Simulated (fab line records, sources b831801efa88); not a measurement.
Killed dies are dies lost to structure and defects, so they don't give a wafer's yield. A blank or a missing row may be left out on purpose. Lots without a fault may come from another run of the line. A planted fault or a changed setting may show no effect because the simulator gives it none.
fab line records | flow sky130
record lots=11 wafers=33 last_day=50
route steps=708 shown METAL2@486 VIA2@528 METAL3@560 PAD_OPEN@708
lots that met no fault: from a run of the same line without faults
start_h: hours from the record's first day to the start of the lot's first wafer shown | wait_h: hours since the lot's step before | " the same as in the row above | L1.1+2: a row that stands for several wafers | - no value, or no start given | * or withheld: withheld | < > ~ a bound
route shown NAME@n: a module of which the file shows steps, and the number in the route of the first | usual: mean/standard deviation of fault-free wafers | same: alike in all rows | chamber/n: place in a boat | sites: the reading at each site | _std_site: their standard deviation | _edge_site: outer sites' mean less inner sites' | radius_mm: how far each site lies from the wafer's centre | mask NAME#n: copy n | behind: the tool/chamber that last shaped the wafer | hold: why the lot was held/for how many hours/how that ended | device: the transistor (n, p or np) that didn't switch | end of line: the same wafers' tests at the end of the route | a step without rows: its recipe alone | killed: dies lost to structure and defects at the first sort, not the wafer's yield | map: a wafer's dies, x killed, . not, _ none there
set.NAME: the setting as run; set.NAME@STEP: as run at that earlier step | model.NAME: the simulator's own value behind a step, which no gauge read
steps of the route over a sample of lots; a table a step, a row a wafer
services: from which hour (start_h, from the record's first day; less than 0 if before it) a tool's chamber was out of use, for how many hours, and why
## steps
# step SKY_METAL2_SPUTTER_03
# recipe material=Ti target_thk_nm=5 power_w=3000 time_s=3.3 chamber_pressure_pa=0.4
# usual throttle_valve_pct=29.6/0.87
# columns lot.wafer tool chamber start_h wait_h throttle_valve_pct
L755.1 pvd_sputter-03 - 808.11 0.0 29.5
L755.2 " - " " 29.2
L755.4 " - " " 29.7
L757.1 pvd_sputter-01 - 841.31 0.0 29.0
L757.2 " - " " 29.7
L757.6 " - " " 29.1
L758.1 pvd_sputter-02 - 846.06 0.0 28.8
L758.3 " - " " 31.7
L758.5 " - " " 29.6
L759.2 pvd_sputter-02 - 846.79 0.0 29.7
L759.5 " - " " 29.1
L759.6 " - " " 28.6
L760.1 pvd_sputter-02 - 851.31 0.0 31.1
L760.2 " - " " 29.2
L760.5 " - " " 28.8
L762.2 pvd_sputter-02 - 868.44 0.0 31.5
L762.4 " - " " 31.4
L762.6 " - " " 28.7
L767.2 pvd_sputter-02 - 900.73 0.0 29.5
L767.3 " - " " 28.7
L767.6 " - " " 28.8
L768.4 pvd_sputter-03 - 906.08 0.0 29.4
L768.5 " - " " 29.4
L768.6 " - " " 30.0
L769.1 pvd_sputter-03 - 915.97 0.0 29.3
L769.3 " - " " 29.6
L769.6 " - " " 29.0
L775.1 pvd_sputter-01 - 960.59 0.0 30.0
L775.4 " - " " 28.1
L775.5 " - " " 28.8
L774.2 pvd_sputter-03 - 961.56 0.0 29.5
L774.5 " - " " 29.7
L774.6 " - " " 29.5
# step SKY_VIA2_CVD_21
# recipe material=W target_thk_nm=420 time_s=126.4 temp_c=400 pressure_torr=40
# usual heater_power_w=870/75
# columns lot.wafer tool chamber start_h wait_h heater_power_w
L755.1 cvd_w-01 1 860.28 0.0 788
L755.2 " 0 " " 906
L755.4 " 0 " " 893
L757.1 cvd_w-02 0 894.77 0.0 841
L757.2 " 1 " " 961
L757.6 " 0 " " 850
L758.1 cvd_w-01 1 899.33 0.0 766
L758.3 " 0 " " 874
L758.5 " 0 " " 915
L759.2 cvd_w-01 1 899.91 0.0 770
L759.5 " 1 " " 781
L759.6 " 0 " " 881
L760.1 cvd_w-02 0 904.95 0.0 855
L760.2 " 1 " " 977
L760.5 " 1 " " 969
L762.2 cvd_w-02 1 922.05 0.0 961
L762.4 " 0 " " 862
L762.6 " 0 " " 864
L767.2 cvd_w-01 1 954.36 0.0 747
L767.3 " 0 " " 892
L767.6 " 1 " " 729
L768.4 cvd_w-01 1 958.52 0.1 748
L768.5 " 0 " " 872
L768.6 " 1 " " 732
L769.1 cvd_w-01 0 968.31 0.0 883
L769.3 " 0 " " 858
L769.6 " 0 " " 871
L775.1 cvd_w-01 1 1010.26 0.0 772
L775.4 " 0 " " 884
L775.5 " 0 " " 878
L774.2 cvd_w-02 1 1011.01 0.0 981
L774.5 " 1 " " 979
L774.6 " 0 " " 838
# step SKY_METAL3_EXPOSE_10
# recipe mask_id=MM3 na=0.68 source_shape=annular sigma_inner=0.4 sigma_outer=0.8 target_cd_nm=300 dose_mj=28
# usual exposure_dose_mJ_cm2=27.98/0.03 focus_offset_nm=-0.1/0.5 stage_vel_mm_s=499.97/0.26
# columns lot.wafer tool chamber start_h wait_h mask exposure_dose_mJ_cm2 focus_offset_nm stage_vel_mm_s
L755.1 krf_scanner-02 0 901.60 - MM3#0 27.97 -0.3 500.01
L755.2 " 0 " " MM3#0 27.95 0.0 500.03
L755.4 " 0 " " MM3#0 28.02 0.1 500.04
L757.1 krf_scanner-01 0 933.95 - MM3#0 27.95 0.2 499.75
L757.2 " 0 " " MM3#0 27.98 -0.1 499.78
L757.6 " 0 " " MM3#0 27.95 0.5 500.12
L758.1 krf_scanner-01 0 937.96 - MM3#0 28.02 -0.1 499.88
L758.3 " 0 " " MM3#0 28.01 -0.6 499.95
L758.5 " 0 " " MM3#0 27.97 0.9 499.59
L759.2 krf_scanner-01 0 938.78 - MM3#0 27.99 0.3 499.60
L759.5 " 0 " " MM3#0 27.99 0.8 499.90
L759.6 " 0 " " MM3#0 27.99 1.0 499.89
L760.1 krf_scanner-01 0 943.62 - MM3#0 28.00 -0.8 499.92
L760.2 " 0 " " MM3#0 28.03 0.4 499.96
L760.5 " 0 " " MM3#0 28.03 1.3 499.85
L762.2 krf_scanner-01 0 959.91 - MM3#0 27.95 -0.9 500.26
L762.4 " 0 " " MM3#0 28.02 -0.5 500.00
L762.6 " 0 " " MM3#0 27.99 -0.9 500.07
L767.2 krf_scanner-01 0 991.69 - MM3#0 27.11 0.6 499.75
L767.3 " 0 " " MM3#0 27.09 0.8 499.74
L767.6 " 0 " " MM3#0 27.07 0.5 499.95
L768.4 krf_scanner-01 0 995.31 - MM3#0 27.07 -0.2 499.58
L768.5 " 0 " " MM3#0 27.09 0.4 499.87
L768.6 " 0 " " MM3#0 27.11 -0.3 499.92
L769.1 krf_scanner-01 0 1005.26 - MM3#0 27.27 0.4 500.05
L769.3 " 0 " " MM3#0 27.28 0.2 500.10
L769.6 " 0 " " MM3#0 27.32 0.5 500.01
L775.1 krf_scanner-02 0 1046.07 - MM3#0 28.00 -1.1 499.93
L775.4 " 0 " " MM3#0 27.97 -1.3 500.43
L775.5 " 0 " " MM3#0 27.96 -0.5 500.48
L774.2 krf_scanner-02 0 1046.77 - MM3#0 27.95 0.2 499.84
L774.5 " 0 " " MM3#0 27.89 0.2 499.97
L774.6 " 0 " " MM3#0 27.92 -0.9 500.15
# step SKY_METAL3_CD_MEAS_13
# recipe target_cd_nm=300
# usual cd_nm=299.6/1.5
# columns lot.wafer tool chamber start_h wait_h cd_nm
L755.1 cd_sem-01 - 913.62 - 302.6
L755.2 " - " " 303.1
L755.4 " - " " 302.0
L757.1 cd_sem-01 - 946.55 - 297.8
L757.2 " - " " 297.0
L757.6 " - " " 298.0
L758.1 cd_sem-01 - 950.80 - 301.1
L758.3 " - " " 302.0
L758.5 " - " " 302.7
L759.2 cd_sem-01 - 951.17 - 299.3
L759.5 " - " " 298.5
L759.6 " - " " 297.8
L760.1 cd_sem-02 - 955.40 - 298.9
L760.2 " - " " 300.4
L760.5 " - " " 299.6
L762.2 cd_sem-02 - 971.67 - 302.2
L762.4 " - " " 301.9
L762.6 " - " " 302.2
L767.2 cd_sem-01 - 1002.92 - 303.8
L767.3 " - " " 303.2
L767.6 " - " " 305.3
L768.4 cd_sem-02 - 1006.16 - 304.3
L768.5 " - " " 303.7
L768.6 " - " " 303.6
L769.1 cd_sem-01 - 1016.11 - 305.4
L769.3 " - " " 305.4
L769.6 " - " " 305.6
L775.1 cd_sem-01 - 1056.45 - 299.3
L775.4 " - " " 299.0
L775.5 " - " " 298.3
L774.2 cd_sem-02 - 1057.04 - 299.9
L774.5 " - " " 300.6
L774.6 " - " " 301.7
# step SKY_METAL3_METAL_ETCH_18
# recipe target_depth_a=8450 stop_on=SiO2 over_etch_frac=0.3 time_s=183.1 chemistry=Cl2/BCl3 resist_sidewall_deg=88 pressure_mtorr=10 icp_w=900 bias_w=48.5 Cl2_flow_sccm=60 bcl3_flow_sccm=30
# usual bcl3_flow_sccm=30.01/0.092 drypump_motor_current_A=5.9/0.55 he_backside_leak_sccm=3.4/0.36 oes_product_au=0.866/0.0067 throttle_valve_pct=22.266/0.0091
# columns lot.wafer tool chamber start_h wait_h bcl3_flow_sccm drypump_motor_current_A he_backside_leak_sccm oes_product_au rf_hours_counter_h throttle_valve_pct
L755.1 rie_metal-04 1 913.93 0.0 29.96 6.1 3.4 0.863 13 22.271
L755.2 " 0 " " 29.96 5.0 3.6 0.864 2 22.260
L755.4 " 0 " " 29.89 5.0 3.5 0.859 - 22.262
L757.1 rie_metal-04 1 946.85 0.0 30.01 6.1 3.2 0.868 14 22.272
L757.2 " 0 " " 29.88 5.0 3.4 0.877 3 22.251
L757.6 " 1 " " 29.95 6.1 3.3 0.870 - 22.265
L758.1 rie_metal-02 1 951.10 0.0 30.12 5.2 3.6 0.867 15 22.255
L758.3 " 1 " " 29.99 5.2 3.5 0.874 - 22.262
L758.5 " 1 " " 30.03 5.2 3.5 0.858 - 22.259
L759.2 rie_metal-01 1 951.45 0.0 29.91 6.5 3.3 0.853 12 22.267
L759.5 " 0 " " 30.16 6.4 3.4 0.863 - 22.273
L759.6 " 1 " " 29.97 6.5 3.2 0.866 - 22.288
L760.1 rie_metal-01 1 955.70 0.0 30.02 6.5 3.2 0.870 12 22.288
L760.2 " 0 " " 30.03 6.4 3.1 0.880 6 22.283
L760.5 " 1 " " 30.03 6.5 3.3 0.873 - 22.269
L762.2 rie_metal-02 0 971.95 0.0 30.25 5.6 3.3 0.859 18 22.267
L762.4 " 1 " " 30.03 5.2 3.4 0.864 - 22.282
L762.6 " 1 " " 30.08 5.2 3.4 0.886 - 22.270
L767.2 rie_metal-01 0 1003.20 0.0 30.01 6.3 3.2 0.861 8 22.265
L767.3 " 1 " " 30.15 6.5 3.4 0.862 - 22.261
L767.6 " 1 " " 30.06 6.5 3.3 0.860 - 22.290
L768.4 rie_metal-01 1 1006.46 0.1 30.09 6.5 3.3 0.861 - 22.272
L768.5 " 0 " " 30.07 6.3 3.5 0.854 - 22.258
L768.6 " 1 " " 30.15 6.5 3.2 0.849 - 22.260
L769.1 rie_metal-02 0 1016.42 0.0 29.94 5.6 3.3 0.873 20 22.263
L769.3 " 1 " " 30.08 5.2 3.4 0.877 - 22.278
L769.6 " 1 " " 29.98 5.2 3.3 0.869 - 22.281
L775.1 rie_metal-01 0 1056.75 0.0 30.04 6.4 3.4 0.854 12 22.262
L775.4 " 0 " " 30.03 6.4 3.3 0.864 - 22.267
L775.5 " 0 " " 30.05 6.4 3.5 0.869 - 22.273
L774.2 rie_metal-01 0 1057.33 0.0 29.83 6.3 3.2 0.865 12 22.272
L774.5 " 1 " " 30.06 6.5 3.3 0.867 - 22.269
L774.6 " 0 " " 29.93 6.4 3.3 0.882 - 22.254
# step SKY_PAD_OPEN_PROBE_99
# usual defect_limited_yield=82.3/1.9 killed_at_M0_to_M3=44/6.9 killed_at_M4_up=3.0/1.5 killed_at_contacts=24/5.2 killed_at_front_end=15/4.1 killed_at_other=0.4/0.62 killed_dies=87/9.6 killed_open=47/7 killed_short=40/6.2 sort_bin_3_pad_short=0.9/0.43 sort_bin_5_function=10.5/1.4 sort_bin_6_memory=6.4/1.2 sort_n_pass=405/9.6 sort_yield_pct=82.3/1.9
# same gross_dies=492 killed_at_back_side=0 sort_bin_4_leakage[%]=0 sort_bin_8_speed[%]=0
# columns lot.wafer tool chamber start_h wait_h defect_limited_yield[%] killed_at_M0_to_M3 killed_at_M4_up killed_at_contacts killed_at_front_end killed_at_other killed_dies killed_open killed_short sort_bin_3_pad_short[%] sort_bin_5_function[%] sort_bin_6_memory[%] sort_n_pass sort_yield_pct[%]
L769.1 prober-01 - 1166.91 0.1 78.9 50 5 31 17 1 104 62 42 1.2 12.4 7.5 388 78.9
L769.3 prober-01 - 1167.01 0.2 80.7 62 2 16 15 0 95 55 40 0.8 11.4 7.1 397 80.7
L769.6 prober-01 - 1167.16 0.2 82.9 42 3 25 14 0 84 52 32 0.8 9.8 6.5 408 82.9
# killed by level:class
L769.1 CONTACT:geometric_particle:open=13 VIA2:geometric_particle:open=10 VIA1:geometric_particle:open=10 VIA3:geometric_particle:open=8 LI_CONTACT:geometric_particle:open=6 FIELD_ISO:geometric_particle:open=5 FIELD_ISO:geometric_particle:short=5 METAL2:geometric_particle:short=5
L769.3 VIA1:geometric_particle:open=13 VIA2:geometric_particle:open=11 VIA1:geometric_particle:short=10 VIA3:geometric_particle:open=9 METAL2:geometric_particle:short=8 METAL1:geometric_particle:short=7 POLY_GATE:geometric_particle:open=5 CONTACT:geometric_particle:open=4
L769.6 CONTACT:geometric_particle:open=12 VIA1:geometric_particle:open=10 VIA2:geometric_particle:open=8 CONTACT:geometric_particle:short=6 METAL1:geometric_particle:short=5 VIA3:geometric_particle:open=5 FIELD_ISO:geometric_particle:open=4 POLY_GATE:geometric_particle:open=3
## services
# columns tool chamber start_h hours kind
cvd_w-02 1 794.45 1.2 repair
krf_scanner-02 - 810.15 1.0 pm
krf_scanner-01 - 824.78 0.8 pm
krf_scanner-01 - 834.36 1.0 pm
krf_scanner-01 - 837.41 72.0 pm
cvd_w-02 1 851.96 3.1 repair
cvd_w-01 - 904.00 14.0 pm
cvd_w-01 1 904.07 4.9 repair
krf_scanner-02 - 905.59 0.7 repair
krf_scanner-01 - 909.41 1.3 pm
krf_scanner-02 - 909.42 1.9 repair
krf_scanner-01 - 915.24 0.5 repair
rie_metal-02 - 920.07 4.3 pm
krf_scanner-01 - 924.29 2.7 repair
krf_scanner-02 - 929.71 1.3 pm
krf_scanner-02 - 943.13 0.8 pm
rie_metal-01 - 959.68 2.8 pm
cvd_w-02 - 961.01 2.8 pm
krf_scanner-02 - 979.15 1.0 pm
rie_metal-02 - 986.70 15.6 pm
krf_scanner-01 - 993.58 0.8 pm
pvd_sputter-02 - 997.43 3.8 repair
krf_scanner-01 - 1003.32 1.0 pm
rie_metal-01 - 1011.82 1.4 pm
## key
first_sign step=SKY_METAL3_EXPOSE_10 reading=exposure_dose_mJ_cm2 direction=down sigmas=27 usual=* struck=*
effect step=SKY_METAL3_CD_MEAS_13 reading=cd_nm direction=up sigmas=3.2 usual=299.6 struck=304.5 through=control_loop
met_at SKY_METAL3_EXPOSE_10
struck_lots L767,L768,L769
loop_trim step=SKY_METAL3_EXPOSE_10 setting=dose lots=L769
not_acting_at SKY_METAL2_SPUTTER_03,SKY_VIA2_CVD_21,SKY_METAL3_METAL_ETCH_18
onset_between 959.91 991.69
fault kind=process_parameter_drift tool=krf_scanner-01 chamber=- onset_h=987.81 steps=SKY_METAL3_EXPOSE_10 channel=dose_mj offset=-0.89415 shape=step acts_in=these_recipes_only stated=28
# loop_trim: a control loop set the setting to another value than it would have without faults
